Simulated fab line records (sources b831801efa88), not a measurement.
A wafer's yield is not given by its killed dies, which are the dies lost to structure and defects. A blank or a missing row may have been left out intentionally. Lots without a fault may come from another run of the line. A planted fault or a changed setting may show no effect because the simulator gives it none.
A lot that was struck, set against a sound lot ; flow sky130 ; 16 out of 708 route steps
Sound: these wafers, L280.1, L280.2, L280.6. Wafers L286.4, L286.5, L286.6 were the ones struck. The cause is given at the end.
At each step with rows: each side's tool, then ch and its chambers, then its first start. Under that, the readings that differ: sound wafers ; struck wafers ; difference of the means ; sigmas: that difference in standard deviations of wafers without a fault.
alike: a reading whose means differ by less than 2 such deviations, as well as words and numbers matching on both sides. not compared: withheld readings; readings where some wafer has no value; bounds like >300 that might hide an equal value; numbers whose values overlap and for which the record gives no deviation.
Wherever a step has rows on one side only, a row that says differs or no value, or a row with sigmas, the two part there. Numbers that have no deviation but don't overlap get no sigmas and don't part them. A reading that every wafer of one side lacks parts them only if that side has two wafers or more.

first, 2 steps without rows for these wafers: SKY_VT_ADJUST_LVTN_PEB_16; SKY_VT_ADJUST_LVTN_DEVELOP_17 (develop time 60 s).
SKY_VT_ADJUST_LVTN_OVL_MEAS_18:
  sound: overlay-01 at day 8 09:00; struck: overlay-01 at day 10 07:04
  alike: VT_ADJUST_LVTN_01_OVL
following that, these wafers have no rows for 1 step: SKY_VT_ADJUST_LVTN_IMPLANT_19.
SKY_VT_ADJUST_LVTN_STRIP_20: strips in O2/N2.
  sound on plasma asher-01 ch 0,1, day 8 09:11; struck on plasma asher-04 ch 0,1, day 10 07:16
  alike: chamber pressure mTorr, drypump motor current A, o2 flow sccm, oes product au, strip time to endpoint s
  not compared: rf hours counter h
SKY_VT_ADJUST_LVTN_TW_MEAS_21:
  sound: film metro-03 at day 8 09:17; struck: film metro-01 at day 10 07:22
reading;sound;struck;difference;sigmas
VT_ADJUST_LVTN_2_TW;192.3 192.2 192.0;187.5 186.5 186.9;-5.2;-3
then, 6 steps without rows for these wafers: SKY_VT_ADJUST_NCORE_DEHYDRATE_00 (time 60 s); SKY_VT_ADJUST_NCORE_HMDS_01 (prime time 60 s); SKY_VT_ADJUST_NCORE_COAT_02 (resist thk 1140 nm); SKY_VT_ADJUST_NCORE_SOFTBAKE_03 (time 60 s); SKY_VT_ADJUST_NCORE_EXPOSE_04 (exposes mask LVTN COMPLEMENT THIN, target cd 380 nm); SKY_VT_ADJUST_NCORE_PEB_05.
SKY_VT_ADJUST_NCORE_DEVELOP_06: develop time 60 s.
  sound on litho track-03 ch 0, day 9 05:55; struck on litho track-01 ch 0, day 11 06:50
SKY_VT_ADJUST_NCORE_CD_MEAS_07 targets a cd of 380 nm.
  sound: cd sem-01 at day 9 06:04; struck: cd sem-02 at day 11 06:58
  alike: cd nm
SKY_VT_ADJUST_NCORE_OVL_MEAS_08:
  sound: overlay-02 at day 9 06:11; struck: overlay-02 at day 11 07:02
  alike: VT_ADJUST_NCORE_OVL
SKY_PAD_OPEN_PROBE_99:
  sound wafers here have rows in the record (prober-02, day 46 11:29); struck ones have none

WHERE THEY PART
First at SKY_VT_ADJUST_LVTN_TW_MEAS_21; last, within this record, at SKY_PAD_OPEN_PROBE_99.

WHY: what had been put in by the simulator
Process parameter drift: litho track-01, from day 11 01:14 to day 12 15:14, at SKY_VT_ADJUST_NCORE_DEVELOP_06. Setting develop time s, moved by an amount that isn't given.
